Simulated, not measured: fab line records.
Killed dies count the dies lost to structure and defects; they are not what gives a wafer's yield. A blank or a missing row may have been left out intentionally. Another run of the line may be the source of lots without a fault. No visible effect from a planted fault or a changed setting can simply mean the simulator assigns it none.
A struck lot beside a sound one -- flow sfq line -- 13 out of 325 route steps
Sound: the wafers L267.1, L267.4, L267.5. Struck: wafer L270.4. (L270.3, L270.6 of the same lot were not struck and are left out.) The cause comes at the end.
For every step that has rows: the tool of each side, followed by ch and its chambers, followed by its first start. Under that, the readings that differ: sound wafers -- struck wafers -- difference of the means -- sigmas: that difference in standard deviations of wafers without a fault.
alike: words and numbers the same on both sides, and readings whose means are apart by under 2 such deviations; not compared: readings that were withheld, readings missing a value for some wafer, numbers with overlapping values and no deviation given by the record, and bounds like >300 which may hide the same value.
A row with sigmas, a row that says differs or no value, or rows on one side alone: a step with any of these is where the two part. Non-overlapping numbers with no deviation appear without sigmas and do not part them. A reading missing from all wafers of one side parts the sides only when that side holds two or more wafers.

first, 6 steps without rows for these wafers: SFQ_TRILAYER_M3_LITHO_COAT_080 (resist thk 62 nm); SFQ_TRILAYER_M3_LITHO_COAT_075 (resist thk 600 nm); SFQ_TRILAYER_M3_LITHO_SOFTBAKE_079; SFQ_TRILAYER_M3_LITHO_EXPOSE_076 (exposes mask M3, target cd 500 nm); SFQ_TRILAYER_M3_LITHO_PEB_078 (peb time 60 s); SFQ_TRILAYER_M3_LITHO_DEVELOP_077 (time 60 s).
SFQ_M3_OVL_MEAS_921:
  sound: overlay-01 at day 46 02:06; struck: overlay-02 at day 48 02:25
  alike: M3_OVL
SFQ_TRILAYER_M3_BARC_OPEN_METAL_ETCH_100: etches BARC in O2, target depth 125 nm, time 41.7 s.
  sound on rie metal-04 ch 0, day 46 02:08; struck on rie metal-01 ch 0, day 48 02:28
reading,sound,struck,difference,sigmas
drypump motor current A (A),5.17 5.17 5.17,5.81,+0.64,+2
  alike: he backside leak sccm, oes product au
  not compared: rf hours counter h
SFQ_TRILAYER_M3_ETCH_METAL_ETCH_078: etches Nb in Cl2/Ar, stops on SiO2, target depth 240 nm, time 120 s.
  sound on rie metal-04 ch 0, day 46 02:11; struck on rie metal-01 ch 0, day 48 02:32
reading,sound,struck,difference,sigmas
drypump motor current A (A),5.18 5.18 5.19,5.80,+0.62,+2
  alike: he backside leak sccm, oes product au
  not compared: rf hours counter h
SFQ_TRILAYER_M3_STRIP_STRIP_079: strips in O2.
  sound on rie metal-04 ch 0, day 46 02:19; struck on rie metal-01 ch 0, day 48 02:49
reading,sound,struck,difference,sigmas
drypump motor current A (A),5.17 5.19 5.19,5.78,+0.60,+2
  alike: he backside leak sccm, oes product au
  not compared: rf hours counter h
then, 1 step without rows for these wafers: SFQ_TRILAYER_M3_STRIP_SOLV_CLEAN_080 (cleans in NMP, time 600 s).
SFQ_TRILAYER_I3_DEP_PECVD_081: deposits SiO2 from SiH4/N2O, time 111.11 s, target thk 500 nm.
  sound on pecvd-04 ch 0,1,2, day 46 03:05; struck on pecvd-04 ch 2, day 48 03:24
reading,sound,struck,difference,sigmas
rf fwd power W (W),182.4 181.0 180.5,212.2,+30.9,+46
model.SiO2_of_TRILAYER_I3_DEP_PECVD_081.thk nm (nm),487.8 494.8 499.7,527.3,+33.2,
  alike: heater power w, throttle valve pct
SFQ_TRILAYER_I3_CMP_CMP_082: polishes SiO2.
  sound on cmp-01 ch 0,1,2, day 46 04:16; struck on cmp-01 ch 0, day 48 18:52
reading,sound,struck,difference,sigmas
time to endpoint s (s),192 208 202,234,+33,+5
  alike: motor current A

WHERE THEY PART
First at SFQ_TRILAYER_M3_BARC_OPEN_METAL_ETCH_100; last, within this record, at SFQ_TRILAYER_I3_CMP_CMP_082.

WHY: what the simulator had put in
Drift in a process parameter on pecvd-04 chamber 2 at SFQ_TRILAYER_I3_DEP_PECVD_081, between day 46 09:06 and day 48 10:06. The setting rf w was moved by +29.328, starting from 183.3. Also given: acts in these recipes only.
